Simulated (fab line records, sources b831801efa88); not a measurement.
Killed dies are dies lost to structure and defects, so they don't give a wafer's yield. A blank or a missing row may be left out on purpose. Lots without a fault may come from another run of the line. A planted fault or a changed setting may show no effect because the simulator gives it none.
A struck lot beside a sound one | flow sky130 | 44 steps out of a route of 708
Sound: wafers L294.2, L294.4, L294.5. Struck: wafers L306.1, L306.4, L306.5. The cause comes at the end.
At each step with rows: each side's tool, then ch and its chambers, then its first start. Under that, the readings that differ: sound wafers | struck wafers | difference of the means | sigmas: that difference in standard deviations of wafers without a fault.
alike: readings whose means differ by less than 2 such deviations, and words and numbers that are the same on both sides. not compared: withheld readings, readings that some wafer has no value for, bounds like >300 that may hide the same value, and numbers for which the record gives no deviation and whose values overlap.
The two part at a step that has a row with sigmas, a row that says differs or no value, or rows on one side only. Numbers that don't overlap but have no deviation are shown without sigmas and don't part them. A reading that every wafer of one side lacks parts them only if that side has two wafers or more.

first, 2 steps without rows for these wafers: SKY_DNWELL_DEVELOP_06 (develop time 60 s); SKY_DNWELL_IMPLANT_07.
SKY_DNWELL_STRIP_08: strips in O2/N2.
  sound on plasma_asher-01 ch 0,1, day 4 06:20; struck on plasma_asher-01 ch 0,1, day 7 02:23
  reading                      | sound             | struck            | difference | sigmas
  strip_time_to_endpoint_s (s) | 36.81 36.85 36.83 | 37.07 37.12 37.18 | +0.29      | +3
  alike: drypump_motor_current_A, n2_flow_sccm, o2_flow_sccm, oes_product_au
  not compared: rf_hours_counter_h
SKY_DNWELL_TW_MEAS_09:
  sound on film_metro-02, day 4 06:27; struck on film_metro-04, day 7 02:29
  alike: DNWELL_TW
then, 7 steps without rows for these wafers: SKY_PWDE_DEHYDRATE_00 (time 60 s); SKY_PWDE_HMDS_01 (prime time 60 s); SKY_PWDE_COAT_02 (resist thk 3000 nm); SKY_PWDE_SOFTBAKE_03; SKY_PWDE_EXPOSE_04 (exposes mask PWDEM, target cd 840 nm); SKY_PWDE_PEB_05; SKY_PWDE_DEVELOP_06 (develop time 60 s).
SKY_PWDE_OVL_MEAS_07:
  sound on overlay-02, day 4 23:53; struck on overlay-02, day 7 22:05
  alike: PWDE_OVL
SKY_PWDE_IMPLANT_08:
  sound on implanter-04 ch 0, day 4 23:56; struck on implanter-04 ch 0, day 7 22:07
  reading       | sound                         | struck                        | difference | sigmas
  dose_ions_cm2 | 3.602e+12 3.598e+12 3.602e+12 | 3.668e+12 3.673e+12 3.663e+12 | +6.733e+10 | +20
SKY_PWDE_STRIP_09: strips in O2/N2.
  sound on plasma_asher-04 ch 0,1, day 5 00:04; struck on plasma_asher-03 ch 0, day 7 22:16
  reading                      | sound             | struck            | difference | sigmas
  strip_time_to_endpoint_s (s) | 36.71 36.90 36.88 | 37.05 37.04 37.12 | +0.24      | +2
  alike: drypump_motor_current_A, n2_flow_sccm, o2_flow_sccm, oes_product_au
  not compared: rf_hours_counter_h
SKY_PWDE_TW_MEAS_10:
  sound on film_metro-03, day 5 00:10; struck on film_metro-03, day 7 22:22
  alike: PWDE_TW
then, 7 steps without rows for these wafers: SKY_NWELL_DEHYDRATE_03 (time 60 s); SKY_NWELL_HMDS_04 (prime time 60 s); SKY_NWELL_COAT_05 (resist thk 3000 nm); SKY_NWELL_SOFTBAKE_06; SKY_NWELL_EXPOSE_07 (exposes mask NWM, target cd 840 nm); SKY_NWELL_PEB_08; SKY_NWELL_DEVELOP_09 (develop time 60 s).
SKY_NWELL_OVL_MEAS_10:
  sound on overlay-02, day 5 17:09; struck on overlay-02, day 8 19:19
  alike: NWELL_00_OVL
then, 3 steps without rows for these wafers: SKY_NWELL_IMPLANT_11; SKY_NWELL_IMPLANT_12; SKY_NWELL_IMPLANT_13.
SKY_NWELL_STRIP_14: strips in O2/N2.
  sound on plasma_asher-02 ch 0,1, day 5 17:38; struck on plasma_asher-01 ch 0, day 8 19:49
  alike: drypump_motor_current_A, n2_flow_sccm, o2_flow_sccm, oes_product_au, strip_time_to_endpoint_s
  not compared: rf_hours_counter_h
SKY_NWELL_TW_MEAS_15:
  sound on film_metro-03, day 5 17:44; struck on film_metro-02, day 8 19:55
  alike: NWELL_TW
then, 7 steps without rows for these wafers: SKY_NWELL_DEHYDRATE_16 (time 60 s); SKY_NWELL_HMDS_17 (prime time 60 s); SKY_NWELL_COAT_18 (resist thk 3000 nm); SKY_NWELL_SOFTBAKE_19; SKY_NWELL_EXPOSE_20 (exposes mask NWM COMPLEMENT, target cd 840 nm); SKY_NWELL_PEB_21; SKY_NWELL_DEVELOP_22 (develop time 60 s).
SKY_NWELL_OVL_MEAS_23:
  sound on overlay-02, day 6 12:09; struck on overlay-01, day 9 17:28
  alike: NWELL_01_OVL
then, 1 step without rows for these wafers: SKY_NWELL_IMPLANT_24.
SKY_NWELL_STRIP_25: strips in O2/N2.
  sound on plasma_asher-02 ch 0,1, day 6 12:27; struck on plasma_asher-04 ch 0,1, day 9 17:40
  alike: drypump_motor_current_A, n2_flow_sccm, o2_flow_sccm, oes_product_au, strip_time_to_endpoint_s
  not compared: rf_hours_counter_h
SKY_NWELL_TW_MEAS_26:
  sound on film_metro-04, day 6 12:34; struck on film_metro-04, day 9 17:46
  alike: NWELL_2_TW
then, 1 step without rows for these wafers: SKY_NWELL_CLEAN_27 (cleans in SC1/SC2, time 150 s).
SKY_NWELL_RTA_28: time 30 s.
  sound on rtp_anneal-02 ch 0, day 6 12:40; struck on rtp_anneal-01 ch 0, day 9 17:53
  alike: lamp_power_pct, ramp_down_c_per_s, wafer_temp_C_max
SKY_NWELL_RS_MEAS_29: measures by four-point-probe.
  sound on film_metro-02, day 6 12:47; struck on film_metro-02, day 9 17:59
  alike: NWELL_RS
SKY_NWELL_RS_MEAS_31: measures by four-point-probe.
  sound on film_metro-02, day 6 13:01; struck on film_metro-02, day 9 18:13
  reading          | sound          | struck         | difference | sigmas
  PWDE_RS (ohm/sq) | 5267 5277 5263 | 5215 5197 5204 | -64        | -4
-- the record jumps here: 40 days lie between the struck wafers' starts before and after (it left off in module NWELL and takes up again in module PAD_OPEN, whose first step shown is number 708 of the route) --
SKY_PAD_OPEN_PROBE_99:
  sound on prober-01, day 47 05:10; struck on prober-01, day 50 02:00
  reading                                   | sound          | struck         | difference | sigmas
  model.etest.res_pwde_under_gate.rs_ohm_sq | 6146 6151 6167 | 6068 6059 6053 | -95        |
  alike: killed_at_M0_to_M3, killed_at_M4_up, killed_at_contacts, killed_at_front_end, killed_at_other, killed_dies, killed_open, killed_short

WHERE THEY PART
First at SKY_DNWELL_STRIP_08; last, within this record, at SKY_NWELL_RS_MEAS_31. Later steps at which nothing parts them and some readings are alike: SKY_PAD_OPEN_PROBE_99.

WHY: what the simulator had put in
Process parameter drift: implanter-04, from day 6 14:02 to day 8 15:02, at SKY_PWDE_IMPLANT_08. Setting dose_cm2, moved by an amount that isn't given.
